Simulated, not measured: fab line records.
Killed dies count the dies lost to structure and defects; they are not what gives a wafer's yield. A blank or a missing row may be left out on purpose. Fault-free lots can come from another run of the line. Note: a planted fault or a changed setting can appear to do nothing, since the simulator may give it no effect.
fab line records | flow sky130
[record] lots = 11 | wafers = 32 | last_day = 49
route steps=708 shown LI_CONTACT@377 METAL1@438 VIA1@460
lots with no fault: from the same line, run without faults
start_h: the number of hours between the record's first day and the start of the first shown wafer of the lot | wait_h: hours from the lot's prior step to this one | " identical to the entry in the row above | L1.1+2: a row that stands for several wafers | - value missing, or start not given | * or withheld: withheld | < > ~ a bound
route shown NAME@n: NAME is a module with steps in the file, n the number in the route of the first one | usual: average and standard deviation across the fault-free wafers | same: alike in all rows | chamber/n: place in a boat | sites: the reading at each site | _std_site: how widely they spread, as a standard deviation | _edge_site: inner sites' mean taken away from outer sites' mean | radius_mm: how far each site lies from the wafer's centre | mask NAME#n: copy n | behind: the most recent tool/chamber to have shaped the wafer | hold: why the lot was held/for how many hours/how that ended | device: the n, p or np transistor that did not switch | end of line: the tests these same wafers got at the end of their route | for a step that has no rows: nothing shown but its recipe | killed: the dies lost at the first sort to structure and to defects; this is not the yield of the wafer | map: a wafer's dies, x killed, . not, _ none there
set.NAME: the setting that was run; set.NAME@STEP: the one run at that earlier step | model.NAME: the simulator's own value behind a step, which no gauge read
the route's steps for a sample of lots (tables are steps, rows are wafers)
services: a tool's chamber out of use, with start hour (start_h, from the record's first day; less than 0 if before it), hours out, and reason
[[steps]]
[step SKY_LI_CONTACT_ETCH_15]
[recipe] target = PSG | chemistry = C4F8/O2/Ar | stop_on = Si | taper_deg = 4.15 | mask_material = KrF-thick | source_w = 1500 | bias_w = 1200 | pressure_mtorr = 40 | c4f8_flow_sccm = withheld | O2_flow_sccm = 6 | Ar_flow_sccm = 300 | time_s = withheld | target_depth_a = 6000
[usual] oes_product_au = 0.840/0.0049
lot.wafer | tool        | chamber | start_h | wait_h | oes_product_au
L204.1    | rie_diel-02 | 3       | 677.79  | 0.0    | 0.840
L204.3    | "           | 2       | "       | "      | 0.845
L204.5    | "           | 3       | "       | "      | 0.845
L206.2    | rie_diel-04 | 2       | 691.19  | 0.0    | 0.852
L206.3    | "           | 1       | "       | "      | 0.841
L206.4    | "           | 3       | "       | "      | 0.832
L207.1    | rie_diel-02 | 1       | 701.76  | 0.0    | 0.841
L207.5    | "           | 1       | "       | "      | 0.848
L207.6    | "           | 0       | "       | "      | 0.838
L208.1    | rie_diel-04 | 1       | 706.39  | 0.0    | 0.840
L208.3    | "           | 2       | "       | "      | 0.838
L208.5    | "           | 3       | "       | "      | 0.846
L210.1    | rie_diel-02 | 2       | 749.69  | 0.0    | 0.845
L210.2    | "           | 3       | "       | "      | 0.839
L210.4    | "           | 1       | "       | "      | 0.849
L213.4    | rie_diel-04 | 3       | 751.99  | 0.0    | 0.840
L213.5    | "           | 2       | "       | "      | 0.832
L213.6    | "           | 1       | "       | "      | 0.840
L215.1    | rie_diel-03 | 3       | 768.26  | 0.0    | 0.835
L215.5    | "           | 0       | "       | "      | 0.833
L215.6    | "           | 1       | "       | "      | 0.847
L216.1    | rie_diel-03 | 0       | 772.46  | 0.0    | 0.841
L216.3    | "           | 1       | "       | "      | 0.842
L216.6    | "           | 0       | "       | "      | 0.841
L218.4    | rie_diel-03 | 3       | 784.06  | 0.0    | 0.854
L218.5    | "           | 1       | "       | "      | 0.841
L218.6    | "           | 0       | "       | "      | 0.842
L219.2    | rie_diel-02 | 3       | 799.08  | 0.0    | 0.847
L219.4    | "           | 2       | "       | "      | 0.846
L222.1    | rie_diel-02 | 2       | 814.49  | 0.0    | 0.841
L222.3    | "           | 0       | "       | "      | 0.836
L222.6    | "           | 1       | "       | "      | 0.834
[step SKY_METAL1_SPUTTER_04]
[recipe] material = TiN | target_thk_nm = 70 | power_w = 6500 | time_s = 58.3 | chamber_pressure_pa = 0.4
[usual] chamber_pressure_pa = 0.3999/0.00078 | throttle_valve_pct = 30.0/0.97
lot.wafer | tool           | chamber | start_h | wait_h | chamber_pressure_pa | throttle_valve_pct
L204.1    | pvd_sputter-04 | -       | 738.41  | 0.0    | 0.3999              | 29.4
L204.3    | "              | -       | "       | "      | 0.3986              | 31.6
L204.5    | "              | -       | "       | "      | 0.3996              | 31.5
L206.2    | pvd_sputter-02 | -       | 749.57  | 0.0    | 0.3986              | 29.0
L206.3    | "              | -       | "       | "      | 0.3986              | 29.3
L206.4    | "              | -       | "       | "      | 0.4005              | 30.3
L207.1    | pvd_sputter-01 | -       | 759.77  | 0.0    | 0.4000              | 30.6
L207.5    | "              | -       | "       | "      | 0.3991              | 31.4
L207.6    | "              | -       | "       | "      | 0.4010              | 31.2
L208.1    | pvd_sputter-02 | -       | 765.37  | 0.0    | 0.3999              | 29.6
L208.3    | "              | -       | "       | "      | 0.4001              | 29.2
L208.5    | "              | -       | "       | "      | 0.3997              | 30.4
L210.1    | pvd_sputter-02 | -       | 808.09  | 0.0    | 0.3993              | 29.5
L210.2    | "              | -       | "       | "      | 0.4003              | 30.2
L210.4    | "              | -       | "       | "      | 0.4002              | 28.8
L213.4    | pvd_sputter-01 | -       | 809.79  | 0.0    | 0.4018              | 29.4
L213.5    | "              | -       | "       | "      | 0.4006              | 30.6
L213.6    | "              | -       | "       | "      | 0.4009              | 29.4
L215.1    | pvd_sputter-02 | -       | 825.67  | 0.0    | 0.3995              | 29.3
L215.5    | "              | -       | "       | "      | 0.3994              | 28.9
L215.6    | "              | -       | "       | "      | 0.3994              | 30.4
L216.1    | pvd_sputter-01 | -       | 829.43  | 0.0    | 0.4001              | 29.5
L216.3    | "              | -       | "       | "      | 0.4008              | 31.0
L216.6    | "              | -       | "       | "      | 0.3991              | 31.3
L218.4    | pvd_sputter-04 | -       | 840.77  | 0.0    | 0.3997              | 31.5
L218.5    | "              | -       | "       | "      | 0.3983              | 30.5
L218.6    | "              | -       | "       | "      | 0.3993              | 28.5
L219.2    | pvd_sputter-02 | -       | 855.64  | 0.0    | 0.4011              | 29.4
L219.4    | "              | -       | "       | "      | 0.3983              | 29.2
L222.1    | pvd_sputter-02 | -       | 870.41  | 0.0    | 0.4007              | 29.0
L222.3    | "              | -       | "       | "      | 0.3994              | 29.4
L222.6    | "              | -       | "       | "      | 0.3997              | 29.7
[step SKY_METAL1_COAT_10]
[recipe] resist = KrF-thick | spin_rpm = 3000 | resist_thk_nm = 450
[usual] spin_speed_rpm = 3000.1/1.9
lot.wafer | tool           | chamber | start_h | wait_h | spin_speed_rpm
L204.1    | litho_track-04 | 0       | 751     | -      | 3003.1
L204.3    | "              | 0       | "       | "      | 3000.7
L204.5    | "              | 0       | "       | "      | 3001.9
L206.2    | litho_track-03 | 0       | 763     | -      | 2999.9
L206.3    | "              | 0       | "       | "      | 2998.1
L206.4    | "              | 0       | "       | "      | 2997.1
L207.1    | litho_track-03 | 0       | 772     | -      | 3000.3
L207.5    | "              | 0       | "       | "      | 3003.3
L207.6    | "              | 0       | "       | "      | 3002.1
L208.1    | litho_track-04 | 0       | 778     | -      | 3003.4
L208.3    | "              | 0       | "       | "      | 2999.7
L208.5    | "              | 0       | "       | "      | 3000.4
L210.1    | litho_track-01 | 0       | 820     | -      | 3001.4
L210.2    | "              | 0       | "       | "      | 3001.7
L210.4    | "              | 0       | "       | "      | 2999.6
L213.4    | litho_track-01 | 0       | 822     | -      | 2994.6
L213.5    | "              | 0       | "       | "      | 2998.3
L213.6    | "              | 0       | 823     | -      | 2996.8
L215.1    | litho_track-03 | 0       | 838     | -      | 2998.8
L215.5    | "              | 0       | "       | "      | 2998.7
L215.6    | "              | 0       | "       | "      | 2998.0
L216.1    | litho_track-03 | 0       | 842     | -      | 3001.7
L216.3    | "              | 0       | "       | "      | 3002.0
L216.6    | "              | 0       | "       | "      | 3002.2
L218.4    | litho_track-04 | 0       | 854     | -      | 3001.7
L218.5    | "              | 0       | "       | "      | 3001.3
L218.6    | "              | 0       | "       | "      | 3000.1
L219.2    | litho_track-04 | 0       | 868     | -      | 3343.5
L219.4    | "              | 0       | "       | "      | 3343.0
L222.1    | litho_track-04 | 0       | 882     | -      | 3344.3
L222.3    | "              | 0       | 883     | -      | 3343.8
L222.6    | "              | 0       | "       | "      | 3344.8
[step SKY_METAL1_STRIP_20]
[recipe] chemistry = O2/N2 | power_w = 1400 | pressure_mtorr = 1500 | platen_temp_c = withheld | o2_flow_sccm = 3000 | n2_flow_sccm = 300 | overash_fraction = 0.5
[usual] drypump_motor_current_A = 5.4/0.36 | oes_product_au = 0.343/0.0051 | strip_time_to_endpoint_s = 2.69/0.041
lot.wafer | tool            | chamber | start_h | wait_h | drypump_motor_current_A | oes_product_au | rf_hours_counter_h | strip_time_to_endpoint_s
L204.1    | plasma_asher-02 | 0       | 765.68  | 0.1    | 5.9                     | 0.343          | 2                  | 2.70
L204.3    | "               | 0       | "       | "      | 5.8                     | 0.348          | -                  | 2.77
L204.5    | "               | 0       | "       | "      | 5.9                     | 0.340          | -                  | 2.70
L206.2    | plasma_asher-02 | 1       | 776.83  | 0.1    | 4.7                     | 0.342          | 3                  | 2.67
L206.3    | "               | 1       | "       | "      | 4.7                     | 0.338          | -                  | 2.67
L206.4    | "               | 0       | "       | "      | 5.9                     | 0.333          | -                  | 2.65
L207.1    | plasma_asher-04 | 1       | 786.93  | 0.1    | 5.1                     | 0.345          | 94                 | 2.69
L207.5    | "               | 1       | "       | "      | 5.1                     | 0.343          | -                  | 2.63
L207.6    | "               | 0       | "       | "      | 5.6                     | 0.343          | -                  | 2.67
L208.1    | plasma_asher-01 | 1       | 792.44  | 0.1    | 5.5                     | 0.344          | 68                 | 2.68
L208.3    | "               | 0       | "       | "      | 5.5                     | 0.342          | -                  | 2.71
L208.5    | "               | 1       | "       | "      | 5.5                     | 0.336          | -                  | 2.69
L210.1    | plasma_asher-01 | 0       | 834.98  | 0.1    | 5.5                     | 0.340          | 72                 | 2.71
L210.2    | "               | 1       | "       | "      | 5.5                     | 0.341          | 72                 | 2.70
L210.4    | "               | 1       | "       | "      | 5.5                     | 0.349          | -                  | 2.75
L213.4    | plasma_asher-04 | 0       | 836.92  | 0.1    | 5.6                     | 0.345          | -                  | 2.65
L213.5    | "               | 1       | "       | "      | 5.0                     | 0.344          | -                  | 2.66
L213.6    | "               | 0       | "       | "      | 5.6                     | 0.344          | -                  | 2.74
L215.1    | plasma_asher-04 | 1       | 852.24  | 0.1    | 5.0                     | 0.334          | 101                | 2.57
L215.5    | "               | 1       | "       | "      | 5.0                     | 0.334          | -                  | 2.61
L215.6    | "               | 0       | "       | "      | 5.6                     | 0.335          | -                  | 2.64
L216.1    | plasma_asher-04 | 1       | 856.24  | 0.1    | 5.0                     | 0.339          | 101                | 2.66
L216.3    | "               | 0       | "       | "      | 5.6                     | 0.335          | -                  | 2.66
L216.6    | "               | 1       | "       | "      | 5.0                     | 0.339          | -                  | 2.66
L218.4    | plasma_asher-02 | 1       | 867.37  | 0.1    | 4.7                     | 0.347          | -                  | 2.66
L218.5    | "               | 0       | "       | "      | 5.8                     | 0.344          | -                  | 2.68
L218.6    | "               | 1       | "       | "      | 4.7                     | 0.339          | -                  | 2.67
L219.2    | plasma_asher-04 | 0       | 882.28  | 0.1    | 5.6                     | 0.335          | 104                | 2.50
L219.4    | "               | 1       | "       | "      | 5.1                     | 0.343          | -                  | 2.47
L222.1    | plasma_asher-04 | 1       | 895.94  | 0.1    | 5.0                     | 0.324          | 105                | 2.40
L222.3    | "               | 0       | "       | "      | 5.6                     | 0.334          | -                  | 2.40
L222.6    | "               | 0       | "       | "      | 5.7                     | 0.333          | -                  | 2.43
[step SKY_VIA1_CMP_02]
[recipe] material = SiO2 | down_force_psi = 4 | platen_rpm = 60 | pad_velocity_m_s = 0.94248
[usual] motor_current_A = 11.6/0.95
lot.wafer | tool   | chamber | start_h | wait_h | motor_current_A
L204.3    | cmp-02 | 3       | 766.50  | 0.1    | 12.6
L204.1    | "      | 0       | "       | "      | 10.7
L204.5    | "      | 3       | "       | "      | 13.3
L206.4    | cmp-01 | 3       | 777.60  | 0.0    | 12.3
L206.3    | "      | 1       | "       | "      | 10.4
L206.2    | "      | 2       | "       | "      | 12.7
L207.1    | cmp-02 | 2       | 787.75  | 0.1    | 10.3
L207.5    | "      | 1       | "       | "      | 10.9
L207.6    | "      | 2       | "       | "      | 11.1
L208.1    | cmp-02 | 3       | 793.20  | 0.1    | 12.7
L208.3    | "      | 1       | "       | "      | 10.5
L208.5    | "      | 0       | "       | "      | 11.4
L210.2    | cmp-02 | 0       | 835.79  | 0.0    | 11.2
L210.4    | "      | 2       | "       | "      | 11.0
L210.1    | "      | 3       | "       | "      | 12.5
L213.4    | cmp-02 | 1       | 837.65  | 0.0    | 10.4
L213.6    | "      | 1       | "       | "      | 10.7
L213.5    | "      | 2       | "       | "      | 10.5
L215.1    | cmp-01 | 2       | 853.05  | 0.1    | 12.4
L215.5    | "      | 1       | "       | "      | 11.0
L215.6    | "      | 2       | "       | "      | 12.3
L216.1    | cmp-01 | 3       | 857.04  | 0.1    | 12.5
L216.3    | "      | 0       | "       | "      | 12.1
L216.6    | "      | 0       | "       | "      | 11.7
L218.4    | cmp-01 | 0       | 868.25  | 0.2    | 12.2
L218.5    | "      | 1       | "       | "      | 10.6
L218.6    | "      | 2       | "       | "      | 12.0
L219.2    | cmp-02 | 0       | 883.19  | 0.1    | 10.9
L219.4    | "      | 3       | "       | "      | 12.2
L222.3    | cmp-01 | 2       | 896.75  | 0.1    | 13.0
L222.1    | "      | 0       | "       | "      | 12.3
L222.6    | "      | 2       | "       | "      | 12.7
[[services]]
tool            | chamber | start_h | hours | kind
cmp-02          | -       | 654.14  | 5.7   | pm
cmp-01          | -       | 667.76  | 0.6   | repair
cmp-01          | -       | 670.16  | 4.0   | pm
rie_diel-02     | 0       | 675.43  | 5.8   | repair
pvd_sputter-02  | -       | 675.94  | 6.3   | repair
cmp-02          | -       | 677.22  | 0.2   | repair
pvd_sputter-02  | -       | 687.92  | 0.9   | repair
rie_diel-04     | 3       | 692.17  | 5.1   | repair
rie_diel-02     | 0       | 696.08  | 2.9   | repair
cmp-01          | -       | 696.49  | 5.8   | repair
rie_diel-03     | 1       | 702.08  | 55.6  | repair
plasma_asher-04 | -       | 710.25  | 3.0   | repair
cmp-01          | -       | 722.53  | 5.2   | pm
plasma_asher-02 | -       | 733.75  | 9.0   | pm
rie_diel-02     | 2       | 734.75  | 6.1   | repair
cmp-02          | -       | 744.00  | 4.0   | pm
rie_diel-04     | 2       | 752.19  | 2.8   | repair
cmp-02          | -       | 752.54  | 1.6   | repair
cmp-01          | -       | 785.94  | 0.7   | repair
cmp-02          | -       | 851.36  | 11.3  | repair
rie_diel-02     | 0       | 865.92  | 7.0   | repair
cmp-02          | -       | 870.86  | 1.5   | repair
cmp-01          | -       | 889.07  | 2.8   | repair
cmp-02          | -       | 895.24  | 4.6   | pm
[[key]]
[first_sign] step = SKY_METAL1_COAT_10 | reading = spin_speed_rpm | direction = up | sigmas = 99+ | usual = 3000.1 | struck = 3343.9
[effect] step = SKY_METAL1_STRIP_20 | reading = strip_time_to_endpoint_s | direction = down | sigmas = 6 | usual = * | struck = *
met_at SKY_METAL1_COAT_10
struck_lots L219,L222
not_acting_at SKY_LI_CONTACT_ETCH_15,SKY_METAL1_SPUTTER_04,SKY_VIA1_CMP_02
onset_between 854 868
[fault] kind = process_parameter_drift | tool = litho_track-04 | chamber = - | onset_h = 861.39 | steps = SKY_METAL1_COAT_10 | channel = spin_rpm | offset = 344.41 | shape = step | end_h = 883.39 | acts_in = these_recipes_only | stated = 3000
